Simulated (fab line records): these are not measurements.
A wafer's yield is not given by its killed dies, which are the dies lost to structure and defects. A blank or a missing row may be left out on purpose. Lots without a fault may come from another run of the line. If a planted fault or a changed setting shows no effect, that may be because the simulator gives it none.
Which tool did it? / flow gf180mcu / 11 lots, 33 wafers sampled, at 4 steps of a route of 602

## WHAT THE GAUGES SHOWED, per wafer
GF_V5_RS_MEAS_24: measures by four-point-probe.
lot=L332; measured=day 27 04:55; on=filmMetro-04; V5_W_RS (ohm/sq)=0.3274 0.3259 0.3238
lot=L333; measured=day 27 10:23; on=filmMetro-03; V5_W_RS (ohm/sq)=0.3254 0.3250 0.3274
lot=L337; measured=day 28 17:40; on=filmMetro-03; V5_W_RS (ohm/sq)=0.3283 0.3256 0.3277
lot=L340; measured=day 29 21:14; on=filmMetro-03; V5_W_RS (ohm/sq)=0.3331 0.3320 0.3318
lot=L341; measured=day 30 01:45; on=filmMetro-03; V5_W_RS (ohm/sq)=0.3305 0.3353 0.3302
lot=L343; measured=day 30 19:17; on=filmMetro-04; V5_W_RS (ohm/sq)=0.3314 0.4496 0.4467
lot=L346; measured=day 32 01:39; on=filmMetro-03; V5_W_RS (ohm/sq)=0.3263 0.3262 0.3241
lot=L352; measured=day 32 18:13; on=filmMetro-01; V5_W_RS (ohm/sq)=0.3299 0.3280 0.3293
lot=L353; measured=day 33 00:32; on=filmMetro-04; V5_W_RS (ohm/sq)=0.3293 0.3264 0.3254
lot=L354; measured=day 33 07:28; on=filmMetro-03; V5_W_RS (ohm/sq)=0.3321 0.3292 0.3261
lot=L355; measured=day 33 10:49; on=filmMetro-04; V5_W_RS (ohm/sq)=0.3318 0.3320 0.3309

## EACH LOT AND THE TOOL THAT RAN IT (in order: tool; ch and the chambers of the sampled wafers; start)
lot=L332; GF_M4_SPUTTER_00=pvdSputter-01, day 22 09:09; GF_M4_SPUTTER_02=pvdSputter-01, day 22 09:17; GF_V5_CVD_23=cvdW-02 ch 0,1, day 27 04:47
lot=L333; GF_M4_SPUTTER_00=pvdSputter-01, day 22 14:07; GF_M4_SPUTTER_02=pvdSputter-01, day 22 14:14; GF_V5_CVD_23=cvdW-02 ch 0,1, day 27 10:16
lot=L337; GF_M4_SPUTTER_00=pvdSputter-01, day 24 02:24; GF_M4_SPUTTER_02=pvdSputter-01, day 24 02:32; GF_V5_CVD_23=cvdW-02 ch 0,1, day 28 17:32
lot=L340; GF_M4_SPUTTER_00=pvdSputter-02, day 25 07:57; GF_M4_SPUTTER_02=pvdSputter-02, day 25 08:05; GF_V5_CVD_23=cvdW-01 ch 0,1, day 29 21:06
lot=L341; GF_M4_SPUTTER_00=pvdSputter-03, day 25 15:43; GF_M4_SPUTTER_02=pvdSputter-03, day 25 15:51; GF_V5_CVD_23=cvdW-01 ch 0,1, day 30 01:37
lot=L343; GF_M4_SPUTTER_00=pvdSputter-02, day 26 11:27; GF_M4_SPUTTER_02=pvdSputter-02, day 26 11:35; GF_V5_CVD_23=cvdW-01 ch 0,1, day 30 19:10
lot=L346; GF_M4_SPUTTER_00=pvdSputter-01, day 27 07:16; GF_M4_SPUTTER_02=pvdSputter-01, day 27 07:23; GF_V5_CVD_23=cvdW-02 ch 0,1, day 32 01:32
lot=L352; GF_M4_SPUTTER_00=pvdSputter-02, day 28 20:56; GF_M4_SPUTTER_02=pvdSputter-02, day 28 21:04; GF_V5_CVD_23=cvdW-02 ch 0,1, day 32 18:07
lot=L353; GF_M4_SPUTTER_00=pvdSputter-02, day 29 03:07; GF_M4_SPUTTER_02=pvdSputter-02, day 29 03:15; GF_V5_CVD_23=cvdW-01 ch 0,1, day 33 00:25
lot=L354; GF_M4_SPUTTER_00=pvdSputter-02, day 29 09:41; GF_M4_SPUTTER_02=pvdSputter-02, day 29 09:49; GF_V5_CVD_23=cvdW-02 ch 0,1, day 33 07:21
lot=L355; GF_M4_SPUTTER_00=pvdSputter-02, day 29 14:35; GF_M4_SPUTTER_02=pvdSputter-02, day 29 14:43; GF_V5_CVD_23=cvdW-01 ch 0,1, day 33 10:41
- GF_M4_SPUTTER_00: material Ti, target thk 37.5 nm, time 150 s.
- GF_M4_SPUTTER_02: material AlCu, target thk 450 nm, time 23.9 s.
- GF_V5_CVD_23: deposits W, target thk 350 nm, time 104.9 s.

## THE ANSWER, worked out from the rows above alone
Rule: what is usual is taken from the lots themselves. Put in order of their means at a reading, lots are off if they are a third of the lots or fewer, leave a main group of 4 or more, and stand apart from it by a gap of 3 or more times the standard deviation of the main group's means; of several such gaps the widest counts. The tables above print the reading to a certain number of digits; a main group whose means all agree to those digits is not used. A lot without any number at a reading at which 4 lots or more have one is off too. All remaining lots with rows at the step are treated as sound.
Off: L343, at GF_V5_RS_MEAS_24 (V5_W_RS). The main group has a mean of 0.3285 ohm/sq with a standard deviation of 0.0025.
If a tool, at a process step before that reading, ran all the lots that are off and no sound lot after the first of them, it fits. The gauges at GF_V5_RS_MEAS_24 are tried like those tools. None of those tried fits.

## WHAT THE SIMULATOR PUT IN
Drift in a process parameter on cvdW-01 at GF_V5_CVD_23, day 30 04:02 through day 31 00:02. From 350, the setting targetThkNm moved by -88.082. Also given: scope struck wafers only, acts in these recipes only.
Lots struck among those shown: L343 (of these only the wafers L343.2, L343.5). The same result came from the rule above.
